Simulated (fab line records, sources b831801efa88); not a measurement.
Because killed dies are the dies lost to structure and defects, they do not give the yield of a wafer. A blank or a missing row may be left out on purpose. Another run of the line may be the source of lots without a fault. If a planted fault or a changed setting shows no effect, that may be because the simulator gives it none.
A lot that was struck, set against a sound lot | flow sky130 | 16 out of 708 route steps
Sound: wafers L433.1, L433.4, L433.5. Struck: wafer L444.3. (L444.2, L444.6 of the same lot were not struck and are left out.) The cause comes at the end.
At each step with rows: each side's tool, then ch and its chambers, then its first start. Under that, the readings that differ: sound wafers | struck wafers | difference of the means | sigmas: that difference in standard deviations of wafers without a fault.
alike: readings with means less than 2 such deviations apart, plus words and numbers identical on both sides. not compared: withheld readings, readings lacking a value on some wafer, bounds such as >300 that could conceal the same value, and numbers that have no deviation in the record and whose values overlap.
The two part at a step that has a row with sigmas, a row that says differs or no value, or rows on one side only. When numbers do not overlap yet have no deviation, they are printed without sigmas and do not part them. A reading missing from all wafers of one side parts the sides only when that side holds two or more wafers.

first, 3 steps without rows for these wafers: SKY_METAL1_EXPOSE_12 (exposes mask MM1, target cd 140 nm); SKY_METAL1_PEB_13; SKY_METAL1_DEVELOP_14 (develop time 60 s).
SKY_METAL1_CD_MEAS_15: target cd 140 nm.
  sound on cdSem-02 at day 36 04:03; struck on cdSem-02 at day 39 10:13
  alike: cdNm
SKY_METAL1_OVL_MEAS_16:
  sound on overlay-01 at day 36 04:10; struck on overlay-01 at day 39 10:19
  alike: METAL1_OVL
SKY_METAL1_DESCUM_17: chemistry O2, time 8 s.
  sound on rieMetal-02 ch 0,1, day 36 04:13; struck on rieMetal-02 ch 1, day 39 10:20
  alike: drypumpMotorCurrentA, oesProductAu
  not compared: rfHoursCounterH
SKY_METAL1_ETCH_18: etches BARC in N2/H2, stops on SiO2, time 45.9 s, target depth 60 nm.
  sound on rieMetal-02 ch 0,1, day 36 04:14; struck on rieMetal-02 ch 1, day 39 10:22
  alike: drypumpMotorCurrentA, oesProductAu, throttleValvePct
  not compared: rfHoursCounterH
SKY_METAL1_METAL_ETCH_19: etches the open film in Cl2/BCl3, stops on SiO2, target depth 360 nm, time 74.4 s.
  sound on rieMetal-02 ch 0,1, day 36 04:18; struck on rieMetal-02 ch 1, day 39 10:26
  alike: drypumpMotorCurrentA, oesProductAu, throttleValvePct
  not compared: rfHoursCounterH
SKY_METAL1_STRIP_20: strips in O2/N2.
  sound on plasmaAsher-04 ch 0,1, day 36 04:23; struck on plasmaAsher-01 ch 1, day 39 10:32
reading                  | sound          | struck | difference | sigmas
stripTimeToEndpointS (s) | 2.87 2.89 2.82 | 2.78   | -0.08      | -2
  alike: drypumpMotorCurrentA, oesProductAu
  not compared: rfHoursCounterH
then, 3 steps without rows for these wafers: SKY_METAL1_STRIP_21 (strips in post etch residue remover, time 1200 s); SKY_METAL1_CLEAN_22 (cleans in IPA, time 180 s); SKY_METAL1_CLEAN_23 (cleans in O3/DIW).
SKY_VIA1_HDPCVD_00: deposits SiO2, target thk 1030 nm, time 171.7 s.
  sound on hdpcvd-02 ch 0,1, day 36 04:59; struck on hdpcvd-02 ch 0, day 39 11:11
reading                                 | sound             | struck | difference | sigmas
sih4FlowSccm (sccm)                     | 60.43 60.04 59.90 | 90.17  | +30.05     | +99 or more
model.SiO2_of_VIA1_HDPCVD_00.thkNm (nm) | 1031 1036 1038    | 1552   | +517       | 
SKY_VIA1_THK_MEAS_01:
  sound on filmMetro-04 at day 36 05:06; struck on filmMetro-04 at day 39 11:19
reading              | sound          | struck | difference | sigmas
VIA1_HDPCVD_THK (nm) | 1030 1036 1037 | 1552   | +518       | +47
SKY_VIA1_CMP_02: polishes SiO2.
  sound on cmp-01 ch 0,3, day 36 05:10; struck on cmp-02 ch 0, day 39 11:28
reading         | sound             | struck | difference | sigmas
slurryFlowMlMin | 149.9 150.1 150.5 | 148.9  | -1.3       | -2
  alike: headPressurePsi, motorCurrentA
-- the record jumps here: 12 days lie between the struck wafers' starts before and after (it left off in module VIA1 and takes up again in module PAD_OPEN, whose first step shown is number 708 of the route) --
SKY_PAD_OPEN_PROBE_99:
  sound on prober-01 at day 48 23:50; struck on prober-02 at day 51 03:55
reading     | sound    | struck | difference | sigmas
killedShort | 39 47 37 | 28     | -13        | -2
  alike: defectLimitedYield, killed_at_M0_to_M3, killed_at_M4_up, killedAtContacts, killedAtFrontEnd, killedAtOther, killedDies, killedOpen, sort_bin_3_pad_short, sort_bin_5_function, sort_bin_6_memory, sortNPass, sortYieldPct

## WHERE THEY PART
First at SKY_METAL1_STRIP_20; last, within this record, at SKY_PAD_OPEN_PROBE_99.

WHY: whatever the simulator had introduced
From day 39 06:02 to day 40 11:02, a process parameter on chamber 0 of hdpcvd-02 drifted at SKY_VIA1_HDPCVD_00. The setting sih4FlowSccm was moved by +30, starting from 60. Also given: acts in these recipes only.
